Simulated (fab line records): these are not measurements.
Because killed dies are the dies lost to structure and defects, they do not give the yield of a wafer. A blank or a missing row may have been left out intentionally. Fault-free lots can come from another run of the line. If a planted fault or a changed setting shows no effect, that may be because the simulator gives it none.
Struck lot and sound lot, side by side ; flow sfq-line ; 28 out of 325 route steps
Sound: wafers L730.1, L730.2, L730.4. Struck: wafers L719.5, L719.6 (left out: L719.3, a lot-mate that was not struck); the cause follows at the end.
Order at every step that has rows: each side's tool, ch and its chambers, its first start. Under that, the readings that differ: sound wafers ; struck wafers ; difference of the means ; sigmas: that difference in standard deviations of wafers without a fault.
alike: same words and numbers on both sides, and readings whose means sit less than 2 such deviations apart. not compared: any withheld reading, any reading some wafer has no value for, any bound like >300 that may hide the same value, and any number with overlapping values for which the record gives no deviation.
The two part at a step that has a row with sigmas, a row that says differs or no value, or rows on one side only. When numbers do not overlap yet have no deviation, they are printed without sigmas and do not part them. A reading missing from all wafers of one side parts the sides only when that side holds two or more wafers.

first, 6 steps without rows for these wafers: SFQ_TRILAYER_M1_LITHO_COAT_044 (resist thk 62 nm); SFQ_TRILAYER_M1_LITHO_COAT_039 (resist thk 600 nm); SFQ_TRILAYER_M1_LITHO_SOFTBAKE_043; SFQ_TRILAYER_M1_LITHO_EXPOSE_040 (exposes mask M1, target cd 500 nm); SFQ_TRILAYER_M1_LITHO_PEB_042 (peb time 60 s); SFQ_TRILAYER_M1_LITHO_DEVELOP_041 (time 60 s).
SFQ_M1_OVL_MEAS_911:
  struck on overlay-01, day 16 05:20; sound on overlay-01, day 26 15:41
  alike: M1_OVL
SFQ_TRILAYER_M1_BARC_OPEN_METAL_ETCH_054: etches BARC in O2, target depth 125 nm, time 41.7 s.
  sound on rie-metal-02 ch 0,1, day 26 15:43; struck on rie-metal-01 ch 0, day 16 05:24
  alike: chamber-pressure-mTorr, drypump-motor-current-A, oes-product-au
  not compared: rf-hours-counter-h
then, 1 step without rows for these wafers: SFQ_TRILAYER_M1_ETCH_METAL_ETCH_042 (etches Nb in Cl2/Ar, stops on SiO2, target depth 240 nm, time 120 s).
SFQ_TRILAYER_M1_STRIP_STRIP_043: strips in O2.
  sound on rie-metal-02 ch 0,1, day 26 15:54; struck on rie-metal-01 ch 0, day 16 06:08
reading;sound;struck;difference;sigmas
chamber-pressure-mTorr (mTorr);49.97 49.98 49.92;50.05 50.03;+0.08;+2
  alike: drypump-motor-current-A, oes-product-au
  not compared: rf-hours-counter-h
then, 1 step without rows for these wafers: SFQ_TRILAYER_M1_STRIP_SOLV_CLEAN_044 (cleans in NMP, time 600 s).
SFQ_TRILAYER_I1_DEP_PECVD_045: deposits SiO2 from SiH4/N2O, time 111.11 s, target thk 500 nm.
  sound on pecvd-02 ch 1,2, day 26 16:42; struck on pecvd-01 ch 0,1, day 16 07:06
  alike: heater-power-w, throttle-valve-pct
SFQ_TRILAYER_I1_CMP_CMP_046: polishes SiO2.
  sound on cmp-02 ch 0,2,3, day 26 17:45; struck on cmp-01 ch 0,3, day 16 10:26
reading;sound;struck;difference;sigmas
model.SiO2_of_TRILAYER_I1_DEP_PECVD_045.thk-nm (nm);203.4 201.6 199.3;220.3 221.9;+19.7;
  alike: head-pressure-psi, motor-current-A, time-to-endpoint-s
SFQ_I1_BOW_MEAS_912:
  struck on film-metro-04, day 16 11:29; sound on film-metro-03, day 26 20:15
  alike: I1_BOW
SFQ_TRILAYER_I1_METRO_MEASURE_047:
  struck on film-metro-04, day 16 11:58; sound on film-metro-03, day 26 20:22
reading;sound;struck;difference;sigmas
thk-nm (nm);203.3 201.4 199.4;220.5 222.0;+19.9;+17
then, 6 steps without rows for these wafers: SFQ_TRILAYER_I1_VIA_LITHO_COAT_054 (resist thk 62 nm); SFQ_TRILAYER_I1_VIA_LITHO_COAT_049 (resist thk 650 nm); SFQ_TRILAYER_I1_VIA_LITHO_SOFTBAKE_053; SFQ_TRILAYER_I1_VIA_LITHO_EXPOSE_050 (exposes mask I1, target cd 500 nm); SFQ_TRILAYER_I1_VIA_LITHO_PEB_052 (peb time 60 s); SFQ_TRILAYER_I1_VIA_LITHO_DEVELOP_051 (time 60 s).
-- the record jumps here: 6 days lie between the struck wafers' starts before and after --
SFQ_I1_OVL_MEAS_913:
  struck on overlay-01, day 22 17:53; sound on overlay-02, day 27 02:55
  alike: I1_OVL
SFQ_TRILAYER_I1_VIA_BARC_OPEN_VIA_ETCH_071: etches BARC in O2, target depth 125 nm, time 41.7 s.
  sound on rie-diel-04 ch 0,2,3, day 27 02:56; struck on rie-diel-01 ch 2,3, day 22 17:55
reading;sound;struck;difference;sigmas
rf-hours-counter-h (h);8 2 8;- -;no value on the struck wafers;
  alike: chamber-pressure-mTorr, drypump-motor-current-A, oes-product-au
SFQ_TRILAYER_I1_VIA_ETCH_VIA_ETCH_052: etches SiO2 in CHF3, stops on Nb, target depth 260 nm.
  sound on rie-diel-04 ch 0,2,3, day 27 02:59; struck on rie-diel-01 ch 2,3, day 22 17:57
reading;sound;struck;difference;sigmas
oes-product-au (a.u.);0.863 0.864 0.854;0.901 0.912;+0.046;+9
model.etch.depth-nm (nm);203.4 201.6 199.3;220.3 221.9;+19.7;
model.I1.feature-depth-nm (nm);203.4 201.6 199.3;220.3 221.9;+19.7;
  alike: chamber-pressure-mTorr, drypump-motor-current-A
SFQ_TRILAYER_I1_VIA_STRIP_STRIP_053: strips in O2.
  sound on rie-metal-01 ch 0,1, day 27 03:06; struck on rie-metal-01 ch 0,1, day 22 18:16
reading;sound;struck;difference;sigmas
oes-product-au (a.u.);0.987 0.982 0.985;0.998 1.004;+0.016;+2
  alike: chamber-pressure-mTorr, drypump-motor-current-A
  not compared: rf-hours-counter-h
then, 1 step without rows for these wafers: SFQ_TRILAYER_I1_VIA_STRIP_SOLV_CLEAN_054 (cleans in NMP, time 600 s).
SFQ_TRILAYER_M2_DEP_PRE_CLEAN_056: time 22.5 s.
  struck on pvd-sputter-06, day 22 18:50; sound on pvd-sputter-04, day 27 03:52
reading;sound;struck;difference;sigmas
model.SiO2_of_TRILAYER_I1_DEP_PECVD_045.thk-nm (nm);195.9 194.1 191.8;212.8 214.4;+19.7;
then, 1 step without rows for these wafers: SFQ_TRILAYER_M2_DEP_SPUTTER_055 (material Nb, target thk 200 nm, time 133.3 s).

WHERE THEY PART
Earliest at SFQ_TRILAYER_M1_STRIP_STRIP_043; latest, in this record, at SFQ_TRILAYER_I1_VIA_STRIP_STRIP_053.

WHY: what the simulator had put in
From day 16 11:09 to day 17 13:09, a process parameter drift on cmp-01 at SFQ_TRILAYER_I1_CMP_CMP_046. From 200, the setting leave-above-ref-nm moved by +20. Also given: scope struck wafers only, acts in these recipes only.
